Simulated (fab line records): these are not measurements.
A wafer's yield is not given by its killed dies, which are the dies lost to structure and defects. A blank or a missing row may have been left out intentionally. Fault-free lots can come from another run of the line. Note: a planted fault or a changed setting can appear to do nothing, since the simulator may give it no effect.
Which tool is to blame? | flow gf180mcu | 24 lots, 72 wafers sampled, at 5 steps of a route of 602

WHAT THE GAUGES SHOWED, per wafer
GF_V2_BOW_MEAS_05.
lot  | measured     | on           | V2_BOW (um)
L074 | day 19 04:17 | filmMetro-04 | 105 106 105
L075 | day 19 22:07 | filmMetro-04 | 105 94 105
L076 | day 20 02:13 | filmMetro-01 | 111 107 98
L077 | day 20 08:39 | filmMetro-03 | 101 105 93
L078 | day 20 23:06 | filmMetro-01 | 99 87 89
L079 | day 21 04:50 | filmMetro-04 | 96 94 101
L080 | day 21 21:30 | filmMetro-04 | 91 96 105
L081 | day 22 03:39 | filmMetro-04 | 107 105 103
L082 | day 22 08:33 | filmMetro-04 | 107 110 103
L083 | day 22 11:38 | filmMetro-03 | 86 83 84
L084 | day 23 05:14 | filmMetro-04 | 90 84 87
L085 | day 23 08:35 | filmMetro-03 | 113 115 110
L086 | day 23 12:00 | filmMetro-04 | 98 94 94
L087 | day 24 03:13 | filmMetro-01 | 104 102 95
L088 | day 24 10:35 | filmMetro-01 | 91 103 92
L089 | day 25 06:01 | filmMetro-01 | 87 84 76
L090 | day 25 07:13 | filmMetro-04 | 95 95 102
L091 | day 25 09:47 | filmMetro-01 | 112 94 99
L092 | day 26 00:17 | filmMetro-03 | 93 97 91
L094 | day 26 07:19 | filmMetro-01 | 105 101 92
L093 | day 26 07:43 | filmMetro-03 | 97 78 103
L095 | day 26 11:55 | filmMetro-01 | 105 99 107
L096 | day 27 01:10 | filmMetro-04 | 96 104 83
L097 | day 27 05:09 | filmMetro-01 | 98 89 89

GF_V2_OVL_MEAS_15.
lot  | measured     | on         | V2_OVL (nm)
L074 | day 20 04:43 | overlay-02 | -1 -2 -5
L075 | day 20 22:23 | overlay-01 | -6 1 3
L076 | day 21 02:25 | overlay-01 | 11 9 8
L077 | day 21 08:46 | overlay-02 | 0 1 0
L078 | day 21 22:37 | overlay-02 | -5 -9 -5
L079 | day 22 04:39 | overlay-02 | 6 7 3
L080 | day 22 21:00 | overlay-02 | 4 0 2
L081 | day 23 03:02 | overlay-02 | 10 9 4
L082 | day 23 07:24 | overlay-02 | 4 6 9
L083 | day 23 10:20 | overlay-02 | 2 2 5
L084 | day 24 03:51 | overlay-02 | -10 -5 -7
L085 | day 24 07:20 | overlay-02 | 4 3 1
L086 | day 24 10:35 | overlay-01 | 4 8 8
L087 | day 25 01:20 | overlay-01 | -3 0 -3
L088 | day 25 08:36 | overlay-01 | 1 0 3
L089 | day 26 03:10 | overlay-01 | 13 13 10
L090 | day 26 04:48 | overlay-01 | 10 5 7
L091 | day 26 06:48 | overlay-02 | -4 -7 -1
L092 | day 26 20:53 | overlay-01 | 1 2 4
L094 | day 27 04:08 | overlay-02 | 8 6 4
L093 | day 27 04:35 | overlay-01 | 1 0 3
L095 | day 27 08:15 | overlay-01 | 11 8 5
L096 | day 27 21:36 | overlay-02 | 9 4 7
L097 | day 28 01:35 | overlay-02 | 4 1 3

WHAT TOOL EACH LOT RAN ON (gives the tool, then ch and the chambers of the sampled wafers, and finally the start)
lot  | GF_M1_SPUTTER_02            | GF_V1_SPUTTER_21            | GF_V1_SPUTTER_22
L074 | pvdSputter-03, day 16 02:31 | pvdSputter-03, day 18 02:59 | pvdSputter-03, day 18 03:03
L075 | pvdSputter-03, day 16 19:07 | pvdSputter-01, day 18 19:39 | pvdSputter-01, day 18 19:43
L076 | pvdSputter-04, day 16 22:39 | pvdSputter-01, day 18 23:37 | pvdSputter-01, day 18 23:41
L077 | pvdSputter-03, day 17 04:33 | pvdSputter-03, day 19 06:22 | pvdSputter-03, day 19 06:26
L078 | pvdSputter-04, day 17 19:18 | pvdSputter-03, day 19 20:50 | pvdSputter-03, day 19 20:54
L079 | pvdSputter-01, day 17 23:25 | pvdSputter-02, day 20 01:56 | pvdSputter-02, day 20 02:00
L080 | pvdSputter-04, day 18 16:51 | pvdSputter-03, day 20 19:33 | pvdSputter-03, day 20 19:37
L081 | pvdSputter-04, day 18 21:52 | pvdSputter-01, day 21 01:30 | pvdSputter-01, day 21 01:34
L082 | pvdSputter-03, day 19 03:10 | pvdSputter-02, day 21 06:36 | pvdSputter-02, day 21 06:40
L083 | pvdSputter-03, day 19 07:58 | pvdSputter-01, day 21 09:46 | pvdSputter-01, day 21 09:49
L084 | pvdSputter-04, day 20 02:04 | pvdSputter-01, day 22 04:02 | pvdSputter-01, day 22 04:06
L085 | pvdSputter-04, day 20 04:48 | pvdSputter-01, day 22 06:59 | pvdSputter-01, day 22 07:03
L086 | pvdSputter-01, day 20 09:19 | pvdSputter-02, day 22 10:53 | pvdSputter-02, day 22 10:56
L087 | pvdSputter-04, day 21 01:42 | pvdSputter-03, day 23 01:56 | pvdSputter-03, day 23 02:00
L088 | pvdSputter-03, day 21 09:55 | pvdSputter-02, day 23 10:06 | pvdSputter-02, day 23 10:10
L089 | pvdSputter-01, day 22 05:44 | pvdSputter-01, day 24 06:02 | pvdSputter-01, day 24 06:06
L090 | pvdSputter-03, day 22 07:31 | pvdSputter-02, day 24 07:05 | pvdSputter-02, day 24 07:09
L091 | pvdSputter-04, day 22 09:48 | pvdSputter-03, day 24 09:21 | pvdSputter-03, day 24 09:25
L092 | pvdSputter-04, day 23 02:45 | pvdSputter-03, day 25 00:41 | pvdSputter-03, day 25 00:45
L094 | pvdSputter-01, day 23 09:45 | pvdSputter-03, day 25 08:05 | pvdSputter-03, day 25 08:09
L093 | pvdSputter-03, day 23 10:04 | pvdSputter-02, day 25 08:22 | pvdSputter-02, day 25 08:26
L095 | pvdSputter-04, day 23 15:12 | pvdSputter-03, day 25 12:56 | pvdSputter-03, day 25 13:00
L096 | pvdSputter-01, day 24 04:45 | pvdSputter-02, day 26 02:18 | pvdSputter-02, day 26 02:22
L097 | pvdSputter-04, day 24 08:25 | pvdSputter-02, day 26 06:13 | pvdSputter-02, day 26 06:17
- GF_M1_SPUTTER_02: material AlCu, target thk 450 nm, time 23.9 s.
- GF_V1_SPUTTER_21: material Ti, target thk 15 nm, time 80.02 s.
- GF_V1_SPUTTER_22: material TiN, target thk 10 nm, time 40 s.

WHAT THE TOOLS THEMSELVES READ (means of the sampled wafers that have a number; where no wafer has one, the mark that the record gives instead)
GF_M1_SPUTTER_02.
lot  | tool          | throttleValvePct (%)
L074 | pvdSputter-03 | 30.4
L075 | pvdSputter-03 | 30.6
L076 | pvdSputter-04 | 30.5
L077 | pvdSputter-03 | 30.0
L078 | pvdSputter-04 | 30.0
L079 | pvdSputter-01 | 30.6
L080 | pvdSputter-04 | 30.2
L081 | pvdSputter-04 | 30.2
L082 | pvdSputter-03 | 29.7
L083 | pvdSputter-03 | 30.3
L084 | pvdSputter-04 | 30.3
L085 | pvdSputter-04 | 30.1
L086 | pvdSputter-01 | 30.2
L087 | pvdSputter-04 | 30.3
L088 | pvdSputter-03 | 30.5
L089 | pvdSputter-01 | 30.6
L090 | pvdSputter-03 | 30.2
L091 | pvdSputter-04 | 30.3
L092 | pvdSputter-04 | 30.1
L094 | pvdSputter-01 | 30.9
L093 | pvdSputter-03 | 30.5
L095 | pvdSputter-04 | 30.4
L096 | pvdSputter-01 | 30.8
L097 | pvdSputter-04 | 30.6

GF_V1_SPUTTER_21.
lot  | tool          | throttleValvePct (%)
L074 | pvdSputter-03 | 30.4
L075 | pvdSputter-01 | 30.3
L076 | pvdSputter-01 | 30.6
L077 | pvdSputter-03 | 29.8
L078 | pvdSputter-03 | 29.7
L079 | pvdSputter-02 | 30.3
L080 | pvdSputter-03 | 30.3
L081 | pvdSputter-01 | 30.9
L082 | pvdSputter-02 | 30.4
L083 | pvdSputter-01 | 29.7
L084 | pvdSputter-01 | 30.9
L085 | pvdSputter-01 | 29.7
L086 | pvdSputter-02 | 30.3
L087 | pvdSputter-03 | 30.1
L088 | pvdSputter-02 | 30.2
L089 | pvdSputter-01 | 30.0
L090 | pvdSputter-02 | 30.6
L091 | pvdSputter-03 | 30.2
L092 | pvdSputter-03 | 30.4
L094 | pvdSputter-03 | 29.9
L093 | pvdSputter-02 | 29.7
L095 | pvdSputter-03 | 30.6
L096 | pvdSputter-02 | 30.3
L097 | pvdSputter-02 | 29.7

GF_V1_SPUTTER_22.
lot  | tool          | throttleValvePct (%)
L074 | pvdSputter-03 | 30.3
L075 | pvdSputter-01 | 30.2
L076 | pvdSputter-01 | 30.4
L077 | pvdSputter-03 | 29.8
L078 | pvdSputter-03 | 29.8
L079 | pvdSputter-02 | 30.2
L080 | pvdSputter-03 | 30.2
L081 | pvdSputter-01 | 30.8
L082 | pvdSputter-02 | 30.4
L083 | pvdSputter-01 | 29.5
L084 | pvdSputter-01 | 31.0
L085 | pvdSputter-01 | 29.7
L086 | pvdSputter-02 | 30.2
L087 | pvdSputter-03 | 30.0
L088 | pvdSputter-02 | 30.2
L089 | pvdSputter-01 | 30.0
L090 | pvdSputter-02 | 30.8
L091 | pvdSputter-03 | 30.1
L092 | pvdSputter-03 | 30.2
L094 | pvdSputter-03 | 29.9
L093 | pvdSputter-02 | 29.6
L095 | pvdSputter-03 | 30.6
L096 | pvdSputter-02 | 30.2
L097 | pvdSputter-02 | 29.6

THE ANSWER, worked out from the rows above alone
Rule: the usual values come from the lots themselves. Put in order of their means at a reading, lots are off if they are a third of the lots or fewer, leave a main group of 4 or more, and stand apart from it by a gap of 3 or more times the standard deviation of the main group's means; of several such gaps the widest counts. A main group is skipped when, at the precision printed for the reading in the tables above, its means are all equal. Also off: a lot with no number at a reading for which 4 or more lots have one. Any other lot the step has rows for is counted as sound. Order of review: gauges by route order, followed by the tools' own readings, for which a lot's mean as printed above is used. At the first step where some lot is off, the reading lying furthest off is the one used; lots without a number count as furthest.
None of the lots is off at any reading shown; this tells nothing.

WHAT THE SIMULATOR PUT IN
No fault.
